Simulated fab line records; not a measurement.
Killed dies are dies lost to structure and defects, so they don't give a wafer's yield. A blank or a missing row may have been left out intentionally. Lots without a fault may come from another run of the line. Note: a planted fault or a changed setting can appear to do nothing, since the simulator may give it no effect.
Comparing a struck lot with a sound one -- flow sky130 -- 16 steps out of a route of 708
Sound: the wafers L187.1, L187.3, L187.5. Struck: wafers L181.3, L181.4, L181.6. The cause comes at the end.
At each step with rows: each side's tool, then ch and its chambers, then its first start. Under that, the readings that differ: sound wafers -- struck wafers -- difference of the means -- sigmas: that difference in standard deviations of wafers without a fault.
alike: words and numbers the same on both sides, and readings whose means are apart by under 2 such deviations; not compared: readings that were withheld, readings missing a value for some wafer, numbers with overlapping values and no deviation given by the record, and bounds like >300 which may hide the same value.
Wherever a step has rows on one side only, a row that says differs or no value, or a row with sigmas, the two part there. Non-overlapping numbers with no deviation appear without sigmas and do not part them. A reading that every wafer of one side lacks parts them only if that side has two wafers or more.

first, 8 steps without rows for these wafers: SKY_METAL1_DEHYDRATE_07 (time 60 s); SKY_METAL1_HMDS_08 (prime time 60 s); SKY_METAL1_COAT_09 (resist thk 60 nm); SKY_METAL1_COAT_10 (resist thk 450 nm); SKY_METAL1_SOFTBAKE_11 (time 90 s); SKY_METAL1_EXPOSE_12 (exposes mask MM1, target cd 140 nm); SKY_METAL1_PEB_13; SKY_METAL1_DEVELOP_14 (develop time 60 s).
SKY_METAL1_CD_MEAS_15 targets a cd of 140 nm.
  struck on cdSem-01, day 35 23:32; sound on cdSem-01, day 38 01:20
  alike: cdNm
SKY_METAL1_OVL_MEAS_16:
  struck on overlay-02, day 35 23:37; sound on overlay-02, day 38 01:28
  alike: METAL1_OVL
SKY_METAL1_DESCUM_17: chemistry O2, time 8 s.
  sound on rieMetal-03 ch 0,1, day 38 01:29; struck on rieMetal-02 ch 1, day 35 23:40
reading,sound,struck,difference,sigmas
tempC (C),39.88 39.87 39.83,40.15 40.08 40.09,+0.25,+2
  alike: drypumpMotorCurrentA, oesProductAu
  not compared: rfHoursCounterH
SKY_METAL1_ETCH_18: etches BARC in N2/H2, stops on SiO2, time 45.9 s, target depth 60 nm.
  sound on rieMetal-03 ch 0,1, day 38 01:31; struck on rieMetal-02 ch 1, day 35 23:45
  alike: drypumpMotorCurrentA, oesProductAu, throttleValvePct
  not compared: rfHoursCounterH
SKY_METAL1_METAL_ETCH_19: etches the open film in Cl2/BCl3, stops on SiO2, target depth 360 nm, time 78 s.
  sound on rieMetal-03 ch 0,1, day 38 01:35; struck on rieMetal-02 ch 1, day 35 23:53
reading,sound,struck,difference,sigmas
oesProductAu (a.u.),0.858 0.857 0.862,0.685 0.687 0.686,-0.173,-30
model.METAL1.featureDepthNm (nm),361.4 361.6 360.6,231.2 229.1 232.3,-130.3,
model.etch.depthNm (nm),361.4 361.6 360.6,231.2 229.1 232.3,-130.3,
model.KrF-thick_of_METAL1_COAT_10.thkNm (nm),160.1 156.9 159.3,277 278.6 275.9,+118,
  alike: drypumpMotorCurrentA, throttleValvePct
  not compared: rfHoursCounterH
SKY_METAL1_STRIP_20: strips in O2/N2.
  sound on plasmaAsher-03 ch 0,1, day 38 01:41; struck on plasmaAsher-01 ch 0,1, day 36 00:03
reading,sound,struck,difference,sigmas
oesProductAu (a.u.),0.352 0.340 0.343,0.402 0.399 0.397,+0.054,+13
stripTimeToEndpointS (s),2.70 2.67 2.69,3.96 3.98 3.94,+1.27,+36
  alike: drypumpMotorCurrentA
  not compared: rfHoursCounterH
then, 1 step without rows for these wafers: SKY_METAL1_STRIP_21 (strips in post etch residue remover, time 1200 s).
-- the record jumps here: 12 days lie between the struck wafers' starts before and after (it left off in module METAL1 and takes up again in module PAD_OPEN, whose first step shown is number 708 of the route) --
SKY_PAD_OPEN_PROBE_99:
  struck on prober-01, day 48 05:31; sound on prober-01, day 49 14:01
reading,sound,struck,difference,sigmas
hold,- - -,awaitDispo/16.2h/scrap awaitDispo/16.2h/scrap awaitDispo/16.2h/scrap,no value on the sound wafers,
defectLimitedYield (%),80.9 84.3 80.1,0 0 0,-82,-43
killed_at_M0_to_M3,46 36 55,460 445 441,+403,+63
killedDies,94 77 98,492 492 492,+402,+42
killedOnRim,22 9 28,96 96 96,+76,+20
sort_bin_5_function (%),12.2 9.1 11.2,93.9 92.9 93.3,+82.5,+52
sortNPass,398 415 394,0 0 0,-402,-42
sortYieldPct (%),80.9 84.3 80.1,0 0 0,-82,-43
  alike: killed_at_M4_up, killedAtContacts, killedAtFrontEnd, killedAtOther, killedOpen, killedShort, sort_bin_3_pad_short, sort_bin_6_memory

## WHERE THEY PART
Earliest at SKY_METAL1_DESCUM_17; latest, in this record, at SKY_PAD_OPEN_PROBE_99.

WHY: the cause the simulator had injected
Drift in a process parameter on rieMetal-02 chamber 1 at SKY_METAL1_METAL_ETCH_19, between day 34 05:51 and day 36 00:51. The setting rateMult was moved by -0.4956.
